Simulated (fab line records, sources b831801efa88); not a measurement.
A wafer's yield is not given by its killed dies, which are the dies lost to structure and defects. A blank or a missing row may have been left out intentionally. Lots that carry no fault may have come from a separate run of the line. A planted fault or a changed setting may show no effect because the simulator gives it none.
A struck lot beside a sound one + flow sky130 + 15 steps out of a route of 708
Sound: these wafers, L518.3, L518.4, L518.6. Struck: wafers L521.1, L521.3, L521.5. Last of all comes the cause.
Each step with rows lists, per side, the tool, then ch with its chambers, then its first start. Under that, the readings that differ: sound wafers + struck wafers + difference of the means + sigmas: that difference in standard deviations of wafers without a fault.
alike: a reading whose means differ by less than 2 such deviations, as well as words and numbers matching on both sides. not compared: withheld readings; readings where some wafer has no value; bounds like >300 that might hide an equal value; numbers whose values overlap and for which the record gives no deviation.
Wherever a step has rows on one side only, a row that says differs or no value, or a row with sigmas, the two part there. Numbers that have no deviation but don't overlap get no sigmas and don't part them. Lack of a reading on every wafer of one side parts them only where that side has two or more wafers.

first, 1 step without rows for these wafers: SKY_VT_ADJUST_LVTN_IMPLANT_08.
SKY_VT_ADJUST_LVTN_STRIP_09: strips in O2/N2.
  sound on plasma_asher-04 ch 0,1, day 9 09:16; struck on plasma_asher-03 ch 0, day 9 22:26
  alike: drypump_motor_current_A, o2_flow_sccm, oes_product_au, strip_time_to_endpoint_s
  not compared: rf_hours_counter_h
SKY_VT_ADJUST_LVTN_TW_MEAS_10:
  sound on film_metro-03, day 9 09:22; struck on film_metro-04, day 9 22:32
| reading           | sound             | struck            | difference | sigmas |
|-------------------|-------------------|-------------------|------------|--------|
| VT_ADJUST_LVTN_TW | 236.8 235.0 235.2 | 243.9 243.4 242.7 | +7.7       | +3     |
then, 7 steps without rows for these wafers: SKY_VT_ADJUST_LVTN_DEHYDRATE_11 (time 60 s); SKY_VT_ADJUST_LVTN_HMDS_12 (prime time 60 s); SKY_VT_ADJUST_LVTN_COAT_13 (resist thk 1140 nm); SKY_VT_ADJUST_LVTN_SOFTBAKE_14 (time 60 s); SKY_VT_ADJUST_LVTN_EXPOSE_15 (exposes mask HVN STD DERIVED, target cd 600 nm); SKY_VT_ADJUST_LVTN_PEB_16; SKY_VT_ADJUST_LVTN_DEVELOP_17 (develop time 60 s).
SKY_VT_ADJUST_LVTN_OVL_MEAS_18:
  sound on overlay-02, day 10 08:33; struck on overlay-02, day 10 21:50
  alike: VT_ADJUST_LVTN_01_OVL
then, 1 step without rows for these wafers: SKY_VT_ADJUST_LVTN_IMPLANT_19.
SKY_VT_ADJUST_LVTN_STRIP_20: strips in O2/N2.
  sound on plasma_asher-04 ch 0,1, day 10 08:46; struck on plasma_asher-01 ch 1, day 10 22:01
| reading                      | sound             | struck            | difference | sigmas |
|------------------------------|-------------------|-------------------|------------|--------|
| o2_flow_sccm (sccm)          | 3006 2993 2997    | 2401 2387 2402    | -602       | -67    |
| strip_time_to_endpoint_s (s) | 14.15 14.17 14.14 | 14.35 14.40 14.37 | +0.22      | +6     |
  alike: drypump_motor_current_A, oes_product_au
  not compared: rf_hours_counter_h
SKY_VT_ADJUST_LVTN_TW_MEAS_21:
  sound on film_metro-02, day 10 08:50; struck on film_metro-02, day 10 22:07
  alike: VT_ADJUST_LVTN_2_TW
-- a jump in the record: the struck wafers' starts before and after are 38 days apart (it breaks off in module VT_ADJUST_LVTN and resumes in module PAD_OPEN, where the first step shown is number 708 of the route) --
SKY_PAD_OPEN_PROBE_99:
  sound on prober-02, day 48 04:12; struck on prober-01, day 49 02:10
| reading            | sound      | struck   | difference | sigmas |
|--------------------|------------|----------|------------|--------|
| killed_at_M0_to_M3 | 48 47 61   | 29 37 40 | -17        | -2     |
| killed_dies        | 109 95 104 | 71 88 76 | -24        | -3     |
| killed_open        | 67 57 59   | 39 50 39 | -18        | -3     |
  alike: killed_at_M4_up, killed_at_contacts, killed_at_front_end, killed_at_other, killed_short

WHERE THEY PART
Earliest at SKY_VT_ADJUST_LVTN_TW_MEAS_10; latest, in this record, at SKY_PAD_OPEN_PROBE_99.

WHY: whatever the simulator had introduced
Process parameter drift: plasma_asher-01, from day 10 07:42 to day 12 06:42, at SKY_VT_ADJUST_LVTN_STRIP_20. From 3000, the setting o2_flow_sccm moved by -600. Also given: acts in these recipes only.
